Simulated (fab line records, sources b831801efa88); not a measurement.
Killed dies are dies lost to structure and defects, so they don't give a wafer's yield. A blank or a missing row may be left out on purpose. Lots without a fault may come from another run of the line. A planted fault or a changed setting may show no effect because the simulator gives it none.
fab line records | flow sky130
record lots=5 wafers=15 last_day=49
route steps=708 shown METAL1@444 VIA1@458
lots that met no fault: from a run of the same line without faults
start_h: hours from the record's first day to the start of the lot's first wafer shown | wait_h: hours since the lot's step before | " the same as in the row above | L1.1+2: a row that stands for several wafers | - no value, or no start given | * or withheld: withheld | < > ~ a bound
route shown NAME@n: a module of which the file shows steps, and the number in the route of the first | usual: mean/standard deviation of fault-free wafers | same: alike in all rows | chamber/n: place in a boat | sites: the reading at each site | _std_site: their standard deviation | _edge_site: outer sites' mean less inner sites' | radius_mm: how far each site lies from the wafer's centre | mask NAME#n: copy n | behind: the tool/chamber that last shaped the wafer | hold: why the lot was held/for how many hours/how that ended | device: the transistor (n, p or np) that didn't switch | end of line: the same wafers' tests at the end of the route | a step without rows: its recipe alone | killed: dies lost to structure and defects at the first sort, not the wafer's yield | map: a wafer's dies, x killed, . not, _ none there
set.NAME: the setting as run; set.NAME@STEP: as run at that earlier step | model.NAME: the simulator's own value behind a step, which no gauge read
lots at some steps of the route; a table a step, a row a wafer
services: from which hour (start_h, from the record's first day; less than 0 if before it) a tool's chamber was out of use, for how many hours, and why
## steps
# step SKY_METAL1_COAT_10
# recipe resist=KrF-thick spin_rpm=3000 resist_thk_nm=450
# columns lot.wafer tool chamber start_h wait_h
L080.1+2+4 litho_track-03 0 - -
L081.2+5+6 litho_track-03 0 - -
L086.3+4+6 litho_track-03 0 - -
L092.1+5+6 litho_track-04 0 - -
L095.1+3+6 litho_track-01 0 - -
# step SKY_METAL1_SOFTBAKE_11
# recipe temp_c=100 time_s=90 resist=KrF-thick
# columns lot.wafer tool chamber start_h wait_h
L080.1+2+4 litho_track-03 0 - -
L081.2+5+6 litho_track-03 0 - -
L086.3+4+6 litho_track-03 0 - -
L092.1+5+6 litho_track-04 0 - -
L095.1+3+6 litho_track-01 0 - -
# step SKY_METAL1_EXPOSE_12
# recipe mask_id=MM1 na=0.8 source_shape=annular sigma_inner=0.55 sigma_outer=0.85 target_cd_nm=140 dose_mj=28
# columns lot.wafer tool chamber start_h wait_h mask
L080.1+2+4 krf_scanner-01 0 - - MM1#0
L081.2+5+6 krf_scanner-01 0 - - MM1#0
L086.3+4+6 krf_scanner-02 0 - - MM1#0
L092.1+5+6 krf_scanner-01 0 - - MM1#0
L095.1+3+6 krf_scanner-01 0 - - MM1#0
# step SKY_METAL1_PEB_13
# recipe peb_temp_c=withheld peb_time_s=withheld resist=KrF-thick
# columns lot.wafer tool chamber start_h wait_h
L080.1+2+4 litho_track-03 0 - -
L081.2+5+6 litho_track-04 0 - -
L086.3+4+6 litho_track-01 0 - -
L092.1+5+6 litho_track-04 0 - -
L095.1+3+6 litho_track-03 0 - -
# step SKY_METAL1_DEVELOP_14
# recipe develop_time_s=60 resist=KrF-thick dev_temp_c=21
# same develop_time_s=60
# columns lot.wafer tool chamber start_h wait_h
L080.1+2+4 litho_track-03 0 - -
L081.2+5+6 litho_track-04 0 - -
L086.3+4+6 litho_track-01 0 - -
L092.1+5+6 litho_track-04 0 - -
L095.1+3+6 litho_track-03 0 - -
# step SKY_METAL1_CD_MEAS_15
# recipe target_cd_nm=140
# usual cd_nm=139.6/1.5
# columns lot.wafer tool chamber start_h wait_h cd_nm
L080.1 cd_sem-02 - 813.63 - 139.5
L080.2 " - " " 140.2
L080.4 " - " " 140.7
L081.2 cd_sem-02 - 825.24 - 139.1
L081.5 " - " " 139.2
L081.6 " - " " 138.0
L086.3 cd_sem-02 - 861.72 - 138.7
L086.4 " - " " 138.9
L086.6 " - " " 138.1
L092.1 cd_sem-01 - 902.32 - 142.4
L092.5 " - " " 142.0
L092.6 " - " " 142.5
L095.1 cd_sem-02 - 914.53 - 137.7
L095.3 " - " " 139.6
L095.6 " - " " 138.5
# step SKY_METAL1_OVL_MEAS_16
# usual METAL1_OVL=2/4.5
# columns lot.wafer tool chamber start_h wait_h METAL1_OVL[nm]
L080.1 overlay-02 - 813.75 0.1 3
L080.2 " - " " 8
L080.4 " - " " 0
L081.2 overlay-02 - 825.34 0.1 2
L081.5 " - " " -4
L081.6 " - " " -1
L086.3 overlay-02 - 861.81 0.1 10
L086.4 " - " " 2
L086.6 " - " " 5
L092.1 overlay-01 - 902.44 0.1 2
L092.5 " - " " 3
L092.6 " - " " 6
L095.1 overlay-02 - 914.65 0.1 1
L095.3 " - " " 6
L095.6 " - " " 0
# step SKY_METAL1_DESCUM_17
# recipe chemistry=O2 source_power_w=150 bias_power_w=0 pressure_mtorr=10 temp_c=40 time_s=8
# usual drypump_motor_current_A=5.8/0.48 oes_product_au=0.999/0.0099
# columns lot.wafer tool chamber start_h wait_h drypump_motor_current_A oes_product_au rf_hours_counter_h
L080.1 rie_metal-02 0 813.79 0.0 6.5 0.987 6
L080.2 " 1 " " 5.6 1.001 10
L080.4 " 0 " " 6.5 0.987 -
L081.2 rie_metal-04 0 825.37 0.0 5.8 1.008 2
L081.5 " 0 " " 5.8 1.000 -
L081.6 " 1 " " 5.4 0.996 -
L086.3 rie_metal-03 0 861.85 0.0 5.1 1.001 -
L086.4 " 1 " " 6.2 0.991 -
L086.6 " 0 " " 5.2 1.001 -
L092.1 rie_metal-04 0 902.47 0.0 5.9 0.999 5
L092.5 " 1 " " 5.3 0.996 -
L092.6 " 0 " " 5.8 0.993 -
L095.1 rie_metal-02 0 914.69 0.0 6.5 1.012 11
L095.3 " 1 " " 5.6 1.022 -
L095.6 " 0 " " 6.5 1.008 -
# step SKY_METAL1_ETCH_18
# recipe chemistry=N2/H2 target=BARC ion_energy_ev=200 bias_w=100 pressure_mtorr=30 n2_flow_sccm=100 h2_flow_sccm=200 icp_w=500 stop_on=SiO2 time_s=45.9 target_depth_a=600
# usual bias_w=100.0/0.3 drypump_motor_current_A=5.8/0.48 n2_flow_sccm=100.0/0.31 oes_product_au=0.855/0.0049 throttle_valve_pct=13.224/0.0096
# columns lot.wafer tool chamber start_h wait_h bias_w drypump_motor_current_A n2_flow_sccm oes_product_au rf_hours_counter_h throttle_valve_pct
L080.1 rie_metal-02 0 813.82 0.0 100.4 6.5 100.2 0.856 6 13.232
L080.2 " 1 " " 100.3 5.6 99.8 0.860 10 13.226
L080.4 " 0 " " 100.4 6.5 99.9 0.854 - 13.232
L081.2 rie_metal-04 0 825.41 0.0 100.4 5.8 100.5 0.854 2 13.237
L081.5 " 0 " " 100.4 5.8 100.0 0.855 - 13.230
L081.6 " 1 " " 99.9 5.4 100.2 0.857 - 13.228
L086.3 rie_metal-03 0 861.89 0.0 100.0 5.2 99.7 0.847 - 13.212
L086.4 " 1 " " 99.8 6.2 99.8 0.856 - 13.218
L086.6 " 0 " " 100.2 5.2 99.9 0.857 - 13.225
L092.1 rie_metal-04 0 902.51 0.0 100.0 5.9 99.9 0.857 5 13.206
L092.5 " 1 " " 99.8 5.4 99.7 0.860 - 13.222
L092.6 " 0 " " 99.7 5.9 99.8 0.851 - 13.234
L095.1 rie_metal-02 0 914.72 0.0 100.1 6.5 99.5 0.849 11 13.229
L095.3 " 1 " " 99.7 5.6 100.1 0.856 - 13.226
L095.6 " 0 " " 100.1 6.5 99.9 0.841 - 13.225
# step SKY_METAL1_METAL_ETCH_19
# recipe target_depth_a=3600 stop_on=SiO2 over_etch_frac=0.3 time_s=78 chemistry=Cl2/BCl3 resist_sidewall_deg=88 pressure_mtorr=10 icp_w=900 bias_w=48.5 Cl2_flow_sccm=60 bcl3_flow_sccm=30
# usual bias_w=48.45/0.15 drypump_motor_current_A=5.8/0.48 oes_product_au=0.854/0.0061 throttle_valve_pct=22.265/0.0097
# same over_etch_frac=0.3
# columns lot.wafer tool chamber start_h wait_h bias_w drypump_motor_current_A oes_product_au rf_hours_counter_h throttle_valve_pct
L080.1 rie_metal-02 0 813.88 0.0 48.59 6.5 0.850 6 22.248
L080.2 " 1 " " 48.46 5.6 0.854 10 22.258
L080.4 " 0 " " 48.64 6.5 0.861 - 22.281
L081.2 rie_metal-04 0 825.47 0.0 48.46 5.8 0.850 2 22.271
L081.5 " 0 " " 48.53 5.8 0.853 - 22.270
L081.6 " 1 " " 48.10 5.3 0.852 - 22.268
L086.3 rie_metal-03 0 861.96 0.1 48.39 5.2 0.853 - 22.258
L086.4 " 1 " " 48.44 6.2 0.849 - 22.271
L086.6 " 0 " " 48.41 5.2 0.842 - 22.280
L092.1 rie_metal-04 0 902.57 0.0 48.45 5.9 0.848 5 22.268
L092.5 " 1 " " 48.57 5.3 0.852 - 22.265
L092.6 " 0 " " 48.33 5.8 0.854 - 22.271
L095.1 rie_metal-02 0 914.78 0.0 48.38 6.5 0.850 11 22.271
L095.3 " 1 " " 48.43 5.6 0.861 - 22.269
L095.6 " 0 " " 48.49 6.5 0.856 - 22.277
# step SKY_METAL1_STRIP_20
# recipe chemistry=O2/N2 power_w=1400 pressure_mtorr=1500 platen_temp_c=withheld o2_flow_sccm=3000 n2_flow_sccm=300 overash_fraction=0.5
# usual drypump_motor_current_A=5.59/0.21 n2_flow_sccm=300.1/0.94 oes_product_au=0.343/0.0054 strip_time_to_endpoint_s=2.71/0.045
# columns lot.wafer tool chamber start_h wait_h drypump_motor_current_A n2_flow_sccm oes_product_au rf_hours_counter_h strip_time_to_endpoint_s
L080.1 plasma_asher-01 1 813.97 0.1 5.46 299.9 0.338 71 2.69
L080.2 " 0 " " 5.56 299.6 0.336 71 2.61
L080.4 " 1 " " 5.45 301.3 0.330 - 2.65
L081.2 plasma_asher-01 1 825.56 0.1 5.45 300.2 0.345 72 2.73
L081.5 " 1 " " 5.46 299.0 0.344 - 2.71
L081.6 " 0 " " 5.59 299.0 0.356 - 2.76
L086.3 plasma_asher-01 1 862.05 0.1 5.47 299.5 0.332 - 2.64
L086.4 " 0 " " 5.59 300.0 0.340 - 2.68
L086.6 " 0 " " 5.58 299.4 0.339 - 2.66
L092.1 plasma_asher-01 1 902.66 0.1 5.46 299.7 0.349 80 2.71
L092.5 " 1 " " 5.44 300.1 0.346 - 2.72
L092.6 " 0 " " 5.58 299.8 0.350 - 2.72
L095.1 plasma_asher-04 0 914.87 0.1 5.64 300.7 0.348 48 2.70
L095.3 " 1 " " 5.92 299.3 0.342 - 2.65
L095.6 " 0 " " 5.65 299.8 0.345 - 2.68
# step SKY_METAL1_STRIP_21
# recipe chemistry=post_etch_residue_remover time_s=1200 temp_c=72.5
# columns lot.wafer tool chamber start_h wait_h
L080.1+2+4 wet_bench-01 1 814.07 0.1
L081.2+5+6 wet_bench-02 2 825.66 0.1
L086.3+4+6 wet_bench-01 3 862.12 0.0
L092.1+5+6 wet_bench-03 3 902.76 0.1
L095.1+3+6 wet_bench-02 1 914.97 0.1
# step SKY_METAL1_CLEAN_22
# recipe chemistry=IPA time_s=180 temp_c=25
# columns lot.wafer tool chamber start_h wait_h
L080.1+2+4 wet_bench-02 0 814.41 0.0
L081.2+5+6 wet_bench-01 1 826.00 0.0
L086.3+4+6 wet_bench-03 1 862.46 0.0
L092.1+5+6 wet_bench-01 1 903.13 0.0
L095.1+3+6 wet_bench-01 0 915.34 0.0
# step SKY_METAL1_CLEAN_23
# recipe chemistry=O3/DIW dry=n2_spin
# columns lot.wafer tool chamber start_h wait_h
L080.1+2+4 wet_bench-01 1 814.47 0.0
L081.2+5+6 wet_bench-03 2 826.06 0.0
L086.3+4+6 wet_bench-01 0 862.52 0.0
L092.1+5+6 wet_bench-02 0 903.19 0.0
L095.1+3+6 wet_bench-03 2 915.40 0.0
# step SKY_VIA1_HDPCVD_00
# recipe material=SiO2 target_thk_nm=1030 sigma_open_frac=0.3 time_s=171.7 temp_c=400 sih4_flow_sccm=60 pressure_mtorr=6
# usual pressure_mtorr=6.001/0.013
# columns lot.wafer tool chamber start_h wait_h pressure_mtorr
L080.1 hdpcvd-02 2 814.56 0.0 6.005
L080.2 " 1 " " 5.986
L080.4 " 1 " " 5.988
L081.2 hdpcvd-02 1 826.17 0.0 5.976
L081.5 " 0 " " 5.989
L081.6 " 2 " " 6.017
L086.3 hdpcvd-02 1 862.61 0.0 5.994
L086.4 " 1 " " 6.004
L086.6 " 2 " " 5.989
L092.1 hdpcvd-01 2 903.28 0.0 6.010
L092.5 " 2 " " 6.001
L092.6 " 0 " " 6.036
L095.1 hdpcvd-02 0 915.49 0.0 6.002
L095.3 " 1 " " 5.998
L095.6 " 0 " " 5.979
# step SKY_VIA1_THK_MEAS_01
# recipe reads=SiO2_of_VIA1_HDPCVD_00
# usual VIA1_HDPCVD_THK=1030/12
# columns lot.wafer tool chamber start_h wait_h VIA1_HDPCVD_THK[nm]
L080.1 film_metro-01 - 814.67 0.1 1041
L080.2 " - " " 1029
L080.4 " - " " 1030
L081.2 film_metro-01 - 826.29 0.1 1047
L081.5 " - " " 1049
L081.6 " - " " 1036
L086.3 film_metro-03 - 862.74 0.1 1041
L086.4 " - " " 1037
L086.6 " - " " 1036
L092.1 film_metro-01 - 903.39 0.1 1016
L092.5 " - " " 1025
L092.6 " - " " 1005
L095.1 film_metro-01 - 915.61 0.1 1041
L095.3 " - " " 1024
L095.6 " - " " 1033
# step SKY_VIA1_CMP_02
# recipe material=SiO2 down_force_psi=4 platen_rpm=61.26 pad_velocity_m_s=0.94248
# usual motor_current_A=12.3/1.1 slurry_filter_dp_kPa=13.51/0.13
# columns lot.wafer tool chamber start_h wait_h motor_current_A slurry_filter_dp_kPa
L080.4 cmp-01 1 814.73 0.0 13.8 13.62
L080.2 " 2 " " 10.7 13.30
L080.1 " 0 " " 12.2 13.40
L081.2 cmp-01 2 826.34 0.0 11.1 13.45
L081.6 " 2 " " 11.6 13.55
L081.5 " 3 " " 13.8 13.29
L086.4 cmp-01 1 862.78 0.0 13.9 13.70
L086.3 " 0 " " 12.6 13.41
L086.6 " 1 " " 14.0 13.57
L092.1 cmp-01 3 903.60 0.2 14.0 13.69
L092.6 " 0 " " 11.5 13.45
L092.5 " 1 " " 13.8 13.41
L095.3 cmp-02 3 915.67 0.0 12.7 13.72
L095.1 " 1 " " 11.3 13.67
L095.6 " 0 " " 10.7 13.47
# step SKY_VIA1_BOW_MEAS_03
# recipe mode=bow
# usual VIA1_BOW=81/7.7
# columns lot.wafer tool chamber start_h wait_h VIA1_BOW[um]
L080.1 film_metro-04 - 815.03 0.1 86
L080.2 " - " " 96
L080.4 " - " " 87
L081.2 film_metro-01 - 826.66 0.3 83
L081.5 " - " " 77
L081.6 " - " " 73
L086.3 film_metro-01 - 863.12 0.1 87
L086.4 " - " " 72
L086.6 " - " " 93
L092.1 film_metro-01 - 903.75 0.1 74
L092.5 " - " " 76
L092.6 " - " " 75
L095.1 film_metro-03 - 915.97 0.1 89
L095.3 " - " " 81
L095.6 " - " " 89
# step SKY_VIA1_DEHYDRATE_04
# recipe temp_c=200 time_s=60
# columns lot.wafer tool chamber start_h wait_h
L080.1+2+4 litho_track-02 0 827.46 12.4
L081.2+5+6 litho_track-04 0 838.94 12.3
L086.3+4+6 litho_track-04 0 875.57 12.4
L092.1+5+6 litho_track-02 0 915.46 11.7
L095.1+3+6 litho_track-01 0 927.63 11.6
# step SKY_VIA1_HMDS_05
# recipe prime_time_s=60 prime_temp_c=120
# columns lot.wafer tool chamber start_h wait_h
L080.1+2+4 litho_track-02 0 827.61 0.1
L081.2+5+6 litho_track-04 0 839.09 0.1
L086.3+4+6 litho_track-04 0 875.72 0.1
L092.1+5+6 litho_track-02 0 915.61 0.1
L095.1+3+6 litho_track-01 0 927.78 0.1
# step SKY_VIA1_COAT_06
# recipe resist=BARC temp_c=withheld time_s=withheld spin_rpm=3000 resist_thk_nm=60
# columns lot.wafer tool chamber start_h wait_h
L080.1+2+4 litho_track-02 0 827.76 0.1
L081.2+5+6 litho_track-04 0 839.24 0.1
L086.3+4+6 litho_track-04 0 875.87 0.1
L092.1+5+6 litho_track-02 0 915.76 0.1
L095.1+3+6 litho_track-01 0 927.93 0.1
# step SKY_VIA1_COAT_07
# recipe resist=KrF-thick spin_rpm=3000 resist_thk_nm=450
# columns lot.wafer tool chamber start_h wait_h
L080.1+2+4 litho_track-02 0 - -
L081.2+5+6 litho_track-04 0 - -
L086.3+4+6 litho_track-04 0 - -
L092.1+5+6 litho_track-02 0 - -
L095.1+3+6 litho_track-01 0 - -
# step SKY_VIA1_SOFTBAKE_08
# recipe temp_c=100 time_s=90 resist=KrF-thick
# columns lot.wafer tool chamber start_h wait_h
L080.1+2+4 litho_track-02 0 - -
L081.2+5+6 litho_track-04 0 - -
L086.3+4+6 litho_track-04 0 - -
L092.1+5+6 litho_track-02 0 - -
L095.1+3+6 litho_track-01 0 - -
# step SKY_VIA1_EXPOSE_09
# recipe mask_id=VIM na=0.8 source_shape=annular sigma_inner=0.55 sigma_outer=0.85 target_cd_nm=150 dose_mj=38
# columns lot.wafer tool chamber start_h wait_h mask
L080.1+2+4 krf_scanner-01 0 - - VIM#0
L081.2+5+6 krf_scanner-02 0 - - VIM#0
L086.3+4+6 krf_scanner-02 0 - - VIM#0
L092.1+5+6 krf_scanner-01 0 - - VIM#0
L095.1+3+6 krf_scanner-01 0 - - VIM#0
# step SKY_VIA1_PEB_10
# recipe peb_temp_c=withheld peb_time_s=withheld resist=KrF-thick
# columns lot.wafer tool chamber start_h wait_h
L080.1+2+4 litho_track-01 0 - -
L081.2+5+6 litho_track-01 0 - -
L086.3+4+6 litho_track-04 0 - -
L092.1+5+6 litho_track-04 0 - -
L095.1+3+6 litho_track-04 0 - -
# step SKY_VIA1_DEVELOP_11
# recipe develop_time_s=60 resist=KrF-thick dev_temp_c=21
# same develop_time_s=60
# columns lot.wafer tool chamber start_h wait_h
L080.1+2+4 litho_track-01 0 - -
L081.2+5+6 litho_track-01 0 - -
L086.3+4+6 litho_track-04 0 - -
L092.1+5+6 litho_track-04 0 - -
L095.1+3+6 litho_track-04 0 - -
# step SKY_VIA1_CD_MEAS_12
# recipe target_cd_nm=150
# usual cd_nm=150.2/1.7
# columns lot.wafer tool chamber start_h wait_h cd_nm
L080.1 cd_sem-02 - 840.93 - 151.0
L080.2 " - " " 153.3
L080.4 " - " " 151.5
L081.2 cd_sem-01 - 852.80 - 145.9
L081.5 " - " " 147.0
L081.6 " - " " 147.4
L086.3 cd_sem-02 - 888.51 - 146.5
L086.4 " - " " 148.8
L086.6 " - " " 147.6
L092.1 cd_sem-02 - 928.27 - 150.7
L092.5 " - " " 149.8
L092.6 " - " " 151.6
L095.1 cd_sem-02 - 941.17 - 150.6
L095.3 " - " " 149.5
L095.6 " - " " 150.4
# step SKY_VIA1_OVL_MEAS_13
# usual VIA1_OVL=2/5
# columns lot.wafer tool chamber start_h wait_h VIA1_OVL[nm]
L080.1 overlay-01 - 841.05 0.1 1
L080.2 " - " " -4
L080.4 " - " " 0
L081.2 overlay-02 - 852.91 0.1 -2
L081.5 " - " " -4
L081.6 " - " " -2
L086.3 overlay-02 - 888.60 0.1 3
L086.4 " - " " 4
L086.6 " - " " 9
L092.1 overlay-01 - 928.39 0.1 0
L092.5 " - " " 3
L092.6 " - " " 7
L095.1 overlay-02 - 941.29 0.1 -9
L095.3 " - " " -5
L095.6 " - " " -3
# step SKY_VIA1_ETCH_14
# recipe chemistry=N2/H2 target=BARC ion_energy_ev=200 source_w=500 bias_w=100 pressure_mtorr=30 n2_flow_sccm=100 h2_flow_sccm=200 stop_on=SiO2 time_s=45.9 target_depth_a=600
# usual bias_w=100.05/0.29 drypump_motor_current_A=5.8/0.32 n2_flow_sccm=100.05/0.27 oes_product_au=0.855/0.0048 throttle_valve_pct=13.224/0.0091
# columns lot.wafer tool chamber start_h wait_h bias_w drypump_motor_current_A n2_flow_sccm oes_product_au rf_hours_counter_h throttle_valve_pct
L080.1 rie_diel-03 3 841.09 0.0 99.63 5.9 99.78 0.862 9 13.206
L080.2 " 1 " " 100.15 5.9 99.74 0.855 16 13.226
L080.4 " 0 " " 100.19 6.1 99.73 0.847 20 13.228
L081.2 rie_diel-03 2 852.94 0.0 100.36 5.7 99.55 0.849 12 13.215
L081.5 " 0 " " 99.79 6.1 100.06 0.854 - 13.219
L081.6 " 3 " " 99.98 5.9 99.86 0.852 - 13.227
L086.3 rie_diel-01 1 888.62 0.0 100.21 5.6 99.81 0.857 5 13.219
L086.4 " 0 " " 99.98 6.1 100.74 0.856 11 13.240
L086.6 " 0 " " 100.23 6.1 100.01 0.853 - 13.220
L092.1 rie_diel-04 1 928.42 0.0 99.46 5.7 99.55 0.861 17 13.218
L092.5 " 0 " " 100.07 4.9 100.55 0.862 - 13.238
L092.6 " 1 " " 99.28 5.7 99.93 0.855 - 13.230
L095.1 rie_diel-01 2 941.32 0.0 100.02 6.0 99.71 0.853 11 13.221
L095.3 " 3 " " 100.49 5.9 100.48 0.854 17 13.216
L095.6 " 2 " " 100.05 6.0 100.15 0.862 - 13.216
# step SKY_VIA1_ETCH_15
# recipe target=SiO2 chemistry=C4F8/O2/Ar target_depth_nm=351 stop_on=TiN mask_material=KrF-thick source_w=1500 bias_w=1200 pressure_mtorr=40 c4f8_flow_sccm=withheld O2_flow_sccm=6 Ar_flow_sccm=300 time_s=54
# usual bias_w=1200/3.5 oes_product_au=0.982/0.0067
# columns lot.wafer tool chamber start_h wait_h bias_w oes_product_au rf_hours_counter_h
L080.1 rie_diel-03 3 841.13 0.0 1196 0.966 9
L080.2 " 1 " " 1201 0.988 16
L080.4 " 0 " " 1201 0.978 20
L081.2 rie_diel-03 2 852.98 0.0 1199 0.985 12
L081.5 " 0 " " 1201 0.979 -
L081.6 " 3 " " 1201 0.977 -
L086.3 rie_diel-01 1 888.67 0.0 1209 0.974 5
L086.4 " 0 " " 1195 0.988 11
L086.6 " 0 " " 1201 0.986 -
L092.1 rie_diel-04 1 928.47 0.0 1204 0.985 17
L092.5 " 0 " " 1198 0.978 -
L092.6 " 1 " " 1204 0.989 -
L095.1 rie_diel-01 2 941.37 0.0 1196 0.984 11
L095.3 " 3 " " 1200 0.975 17
L095.6 " 2 " " 1201 0.984 -
# step SKY_VIA1_STRIP_16
# recipe chemistry=O2/N2 power_w=1400 pressure_mtorr=1500 platen_temp_c=withheld o2_flow_sccm=3000 n2_flow_sccm=300 overash_fraction=0.5
# usual drypump_motor_current_A=5.51/0.2 n2_flow_sccm=300.0/0.87 oes_product_au=0.415/0.0048 strip_time_to_endpoint_s=4.453/0.025
# columns lot.wafer tool chamber start_h wait_h drypump_motor_current_A n2_flow_sccm oes_product_au rf_hours_counter_h strip_time_to_endpoint_s
L080.1 plasma_asher-01 1 841.17 0.0 5.47 301.1 0.410 74 4.504
L080.2 " 0 " " 5.59 300.1 0.414 74 4.481
L080.4 " 1 " " 5.45 300.1 0.422 - 4.509
L081.2 plasma_asher-01 0 853.02 0.0 5.57 300.5 0.421 75 4.454
L081.5 " 0 " " 5.56 301.1 0.415 - 4.446
L081.6 " 1 " " 5.47 300.5 0.422 - 4.468
L086.3 plasma_asher-01 0 888.75 0.1 5.59 301.3 0.417 - 4.450
L086.4 " 1 " " 5.46 300.8 0.418 - 4.404
L086.6 " 0 " " 5.55 299.6 0.412 - 4.418
L092.1 plasma_asher-03 1 928.51 0.0 5.76 299.9 0.409 110 4.418
L092.5 " 1 " " 5.76 301.6 0.417 - 4.406
L092.6 " 0 " " 5.28 299.7 0.414 - 4.394
L095.1 plasma_asher-02 1 941.41 0.0 5.24 300.8 0.412 18 4.434
L095.3 " 0 " " 5.76 298.6 0.417 - 4.437
L095.6 " 1 " " 5.24 300.9 0.418 - 4.429
# step SKY_VIA1_STRIP_17
# recipe chemistry=post_etch_residue_remover time_s=1200 temp_c=72.5
# columns lot.wafer tool chamber start_h wait_h
L080.1+2+4 wet_bench-04 3 841.27 0.1
L081.2+5+6 wet_bench-03 1 853.12 0.1
L086.3+4+6 wet_bench-03 1 888.81 0.0
L092.1+5+6 wet_bench-03 0 928.61 0.1
L095.1+3+6 wet_bench-02 2 941.51 0.1
# step SKY_VIA1_CLEAN_18
# recipe chemistry=IPA time_s=180 temp_c=25
# columns lot.wafer tool chamber start_h wait_h
L080.1+2+4 wet_bench-04 2 841.62 0.0
L081.2+5+6 wet_bench-02 0 853.47 0.0
L086.3+4+6 wet_bench-02 3 889.15 0.0
L092.1+5+6 wet_bench-04 0 928.95 0.0
L095.1+3+6 wet_bench-04 0 941.85 0.0
# step SKY_VIA1_CLEAN_19
# recipe chemistry=O3/DIW dry=n2_spin
# columns lot.wafer tool chamber start_h wait_h
L080.1+2+4 wet_bench-04 3 841.67 0.0
L081.2+5+6 wet_bench-03 2 853.52 0.0
L086.3+4+6 wet_bench-03 2 889.21 0.0
L092.1+5+6 wet_bench-03 1 929.02 0.0
L095.1+3+6 wet_bench-02 3 941.91 0.0
# step SKY_VIA1_SPUTTER_20
# recipe material=TiN target_thk_nm=20 chamber_pressure_pa=5 power_w=3886 time_s=80
# usual throttle_valve_pct=30.2/1
# columns lot.wafer tool chamber start_h wait_h throttle_valve_pct
L080.1 pvd_sputter-02 - 841.77 0.0 29.8
L080.2 " - " " 29.9
L080.4 " - " " 30.9
L081.2 pvd_sputter-02 - 853.62 0.0 30.9
L081.5 " - " " 29.9
L081.6 " - " " 28.1
L086.3 pvd_sputter-02 - 889.30 0.0 31.2
L086.4 " - " " 27.9
L086.6 " - " " 29.9
L092.1 pvd_sputter-01 - 929.11 0.0 30.0
L092.5 " - " " 29.9
L092.6 " - " " 30.3
L095.1 pvd_sputter-01 - 942.00 0.0 30.3
L095.3 " - " " 29.9
L095.6 " - " " 30.0
# step SKY_VIA1_CVD_21
# recipe material=W target_thk_nm=270 time_s=80.902 temp_c=400 pressure_torr=40
# usual heater_power_w=803/44
# columns lot.wafer tool chamber start_h wait_h heater_power_w
L080.1 cvd_w-02 0 841.83 0.0 750
L080.2 " 1 " " 788
L080.4 " 0 " " 754
L081.2 cvd_w-02 0 853.68 0.0 763
L081.5 " 0 " " 776
L081.6 " 1 " " 780
L086.3 cvd_w-01 1 889.40 0.1 865
L086.4 " 0 " " 801
L086.6 " 0 " " 806
L092.1 cvd_w-02 0 929.17 0.0 763
L092.5 " 1 " " 782
L092.6 " 0 " " 753
L095.1 cvd_w-01 0 942.07 0.0 784
L095.3 " 0 " " 779
L095.6 " 1 " " 802
# step SKY_VIA1_RS_MEAS_22
# recipe thk_meas_gauge=four-point-probe reads=W_of_VIA1_CVD_21+TiN_of_VIA1_SPUTTER_20
# usual VIA1_W_RS=0.424/0.012
# columns lot.wafer tool chamber start_h wait_h VIA1_W_RS[ohm/sq]
L080.1 film_metro-01 - 841.92 0.1 0.436
L080.2 " - " " 0.408
L080.4 " - " " 0.434
L081.2 film_metro-01 - 853.79 0.1 0.431
L081.5 " - " " 0.424
L081.6 " - " " 0.411
L086.3 film_metro-03 - 889.50 0.1 0.427
L086.4 " - " " 0.426
L086.6 " - " " 0.433
L092.1 film_metro-03 - 929.26 0.1 0.431
L092.5 " - " " 0.411
L092.6 " - " " 0.429
L095.1 film_metro-01 - 942.16 0.1 0.433
L095.3 " - " " 0.434
L095.6 " - " " 0.433
# step SKY_VIA1_THK_MEAS_23
# recipe thk_meas_gauge=xrf reads=W_of_VIA1_CVD_21
# usual VIA1_W_THK=273/8
# columns lot.wafer tool chamber start_h wait_h VIA1_W_THK[nm]
L080.1 film_metro-01 - 842.04 0.1 266
L080.2 " - " " 284
L080.4 " - " " 270
L081.2 film_metro-01 - 853.90 0.1 271
L081.5 " - " " 274
L081.6 " - " " 280
L086.3 film_metro-03 - 889.60 0.1 268
L086.4 " - " " 268
L086.6 " - " " 263
L092.1 film_metro-03 - 929.38 0.1 263
L092.5 " - " " 277
L092.6 " - " " 264
L095.1 film_metro-01 - 942.28 0.1 267
L095.3 " - " " 265
L095.6 " - " " 266
# step SKY_VIA1_CMP_24
# recipe stop_on=SiO2 t_overpolish_s=15 down_force_psi=3.5 platen_rpm=60 target_thk_nm=0 pad_velocity_m_s=0.94248
# usual motor_current_A=11.2/0.95 overpolish_run_s=14.999/0.01 slurry_filter_dp_kPa=13.49/0.14 time_to_endpoint_s=65/4.2
# same t_overpolish_s=15
# columns lot.wafer tool chamber start_h wait_h motor_current_A overpolish_run_s slurry_filter_dp_kPa time_to_endpoint_s
L080.1 cmp-02 1 842.10 0.1 10.9 14.994 13.47 61
L080.2 " 2 " " 12.0 14.993 13.59 70
L080.4 " 3 " " 10.9 15.009 13.52 68
L081.2 cmp-01 1 854.05 0.1 12.7 15.004 13.77 70
L081.5 " 3 " " 13.0 15.006 13.37 59
L081.6 " 0 " " 10.9 15.001 13.56 67
L086.3 cmp-02 2 889.69 0.1 11.5 15.001 13.18 62
L086.4 " 3 " " 11.4 15.016 13.61 69
L086.6 " 1 " " 10.5 15.001 13.46 59
L092.1 cmp-02 3 929.59 0.2 11.6 14.979 13.36 66
L092.6 " 0 " " 10.0 15.008 13.37 57
L092.5 " 1 " " 10.7 14.993 13.58 58
L095.1 cmp-01 1 942.44 0.1 12.6 14.999 13.15 69
L095.3 " 2 " " 11.1 14.995 13.39 68
L095.6 " 0 " " 11.1 15.012 13.41 65
## services
# columns tool chamber start_h hours kind
hdpcvd-02 0 777.11 10.1 repair
wet_bench-03 - 777.57 1.5 repair
rie_diel-03 0 780.06 2.7 repair
rie_diel-03 - 784.57 0.8 repair
krf_scanner-02 - 788.75 1.4 repair
krf_scanner-02 - 803.66 1.3 pm
krf_scanner-01 - 804.96 1.0 pm
krf_scanner-02 - 808.36 1.0 pm
cmp-02 - 811.72 0.6 repair
wet_bench-03 - 813.92 2.7 repair
krf_scanner-02 - 819.34 0.4 repair
cmp-02 - 826.25 9.9 pm
rie_diel-03 - 827.90 0.7 repair
rie_metal-02 1 838.82 17.5 repair
cmp-02 - 844.75 4.9 repair
krf_scanner-01 - 871.71 11.6 pm
krf_scanner-01 - 891.16 1.5 repair
krf_scanner-01 - 897.36 1.3 pm
plasma_asher-01 - 906.84 2.8 pm
krf_scanner-01 - 911.40 0.8 pm
cmp-01 - 916.34 4.0 pm
rie_diel-01 - 917.10 4.3 pm
plasma_asher-01 - 925.67 0.8 repair
hdpcvd-02 - 930.60 0.7 repair
## key
fault none
